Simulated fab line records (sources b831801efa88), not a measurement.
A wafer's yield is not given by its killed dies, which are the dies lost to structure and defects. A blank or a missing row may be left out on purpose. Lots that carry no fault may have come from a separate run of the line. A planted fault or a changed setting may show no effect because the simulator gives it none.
Comparing a struck lot with a sound one    flow sky130    20 steps out of a route of 708
Sound: these wafers, L708.1, L708.3, L708.4. The struck wafers were L718.2, L718.3, L718.6. Last of all comes the cause.
For every step that has rows: the tool of each side, followed by ch and its chambers, followed by its first start. Under that, the readings that differ: sound wafers    struck wafers    difference of the means    sigmas: that difference in standard deviations of wafers without a fault.
alike: words and numbers the same on both sides, and readings whose means are apart by under 2 such deviations; not compared: readings that were withheld, readings missing a value for some wafer, numbers with overlapping values and no deviation given by the record, and bounds like >300 which may hide the same value.
The two part at a step that has a row with sigmas, a row that says differs or no value, or rows on one side only. Non-overlapping numbers with no deviation appear without sigmas and do not part them. Lack of a reading on every wafer of one side parts them only where that side has two or more wafers.

SKY_SONOS_TUNNEL_TW_MEAS_12:
  sound on filmMetro-03 at day 13 02:53; struck on filmMetro-02 at day 16 07:29
reading          sound              struck             difference  sigmas
SONOS_TUNNEL_TW  195.9 194.7 196.8  199.8 200.0 200.5  +4.3        +2
then, 2 steps without rows for these wafers: SKY_SONOS_TUNNEL_CLEAN_13 (cleans in dHF, time 20 s); SKY_SONOS_ONO_OXIDATION_00 (stabilise 600 s, purge 300 s, target thk 2.6 nm).
SKY_SONOS_ONO_THK_MEAS_01:
  sound on filmMetro-02 at day 13 06:59; struck on filmMetro-01 at day 16 09:31
  alike: SONOS_ONO_OXIDATION_THK
then, 1 step without rows for these wafers: SKY_SONOS_ONO_CVD_02 (deposits Si3N4 from DCS/NH3, target thk 10.5 nm, time 180 s).
SKY_SONOS_ONO_THK_MEAS_03:
  sound on filmMetro-03 at day 13 09:05; struck on filmMetro-03 at day 16 10:38
reading                    sound              struck             difference  sigmas
SONOS_ONO_CVD_02_THK (nm)  10.36 10.30 10.44  10.60 10.72 10.74  +0.32       +2
then, 1 step without rows for these wafers: SKY_SONOS_ONO_CVD_04 (deposits SiO2 from SiH4/N2O, target thk 5.7199 nm).
SKY_SONOS_ONO_THK_MEAS_05:
  sound on filmMetro-02 at day 13 10:23; struck on filmMetro-02 at day 16 11:56
reading                    sound           struck          difference  sigmas
SONOS_ONO_CVD_04_THK (nm)  5.78 5.79 5.72  5.47 5.50 5.46  -0.29       -2
then, 4 steps without rows for these wafers: SKY_SONOS_ONO_DEHYDRATE_06 (time 60 s); SKY_SONOS_ONO_HMDS_07 (prime time 60 s); SKY_SONOS_ONO_COAT_08 (resist thk 1140 nm); SKY_SONOS_ONO_SOFTBAKE_09 (time 60 s).
SKY_SONOS_ONO_EXPOSE_10: exposes mask ONOM, target cd 410 nm.
  sound on ilineStepper-02 ch 0, day 13 22:42; struck on ilineStepper-02 ch 0, day 17 02:17
reading            sound                 struck                difference  sigmas
exposureDoseMJCm2  151.55 151.85 151.52  134.97 134.92 135.06  -16.66      -99 or more
  alike: mask
then, 1 step without rows for these wafers: SKY_SONOS_ONO_PEB_11.
SKY_SONOS_ONO_DEVELOP_12: develop time 60 s.
  sound on lithoTrack-01 ch 0, day 14 11:35; struck on lithoTrack-04 ch 0, day 17 16:08
reading                    sound              struck             difference  sigmas
model.SONOS_ONO.cdNm (nm)  410.2 410.7 410.7  197.4 149.7 293.4  -197.0      
SKY_SONOS_ONO_CD_MEAS_13 targets a cd of 410 nm.
  sound on cdSem-02 at day 14 11:44; struck on cdSem-01 at day 17 16:17
reading    sound              struck             difference  sigmas
cdNm (nm)  410.2 410.7 410.6  197.2 149.7 293.5  -197.0      -94
SKY_SONOS_ONO_OVL_MEAS_14:
  sound on overlay-02 at day 14 11:51; struck on overlay-01 at day 17 16:23
  alike: SONOS_ONO_OVL
SKY_SONOS_ONO_ETCH_15: etches the open film in CHF3/O2, target depth 19.52 nm, time 7.8 s.
  sound on rieDiel-03 ch 0,3, day 14 11:53; struck on rieDiel-04 ch 0,1,2, day 17 16:25
reading                    sound              struck             difference  sigmas
model.SONOS_ONO.cdNm (nm)  410.2 410.5 410.5  197.5 149.6 293.3  -196.9      
  alike: drypumpMotorCurrentA, oesProductAu, throttleValvePct
  not compared: rfHoursCounterH
then, 1 step without rows for these wafers: SKY_SONOS_ONO_WET_ETCH_16 (etches SiO2 in dHF, target depth 14 nm, time 280 s).
-- here the record skips 32 days between the struck wafers' starts before and after, leaving off in module SONOS_ONO and picking up in module PAD_OPEN (first step shown: number 708 of the route) --
SKY_PAD_OPEN_PROBE_99:
  only the struck wafers here have rows in the record (prober-02, day 49 06:02); the sound ones have none

## WHERE THEY PART
Last at SKY_PAD_OPEN_PROBE_99 as far as this record goes, first at SKY_SONOS_TUNNEL_TW_MEAS_12.

WHY: whatever the simulator had introduced
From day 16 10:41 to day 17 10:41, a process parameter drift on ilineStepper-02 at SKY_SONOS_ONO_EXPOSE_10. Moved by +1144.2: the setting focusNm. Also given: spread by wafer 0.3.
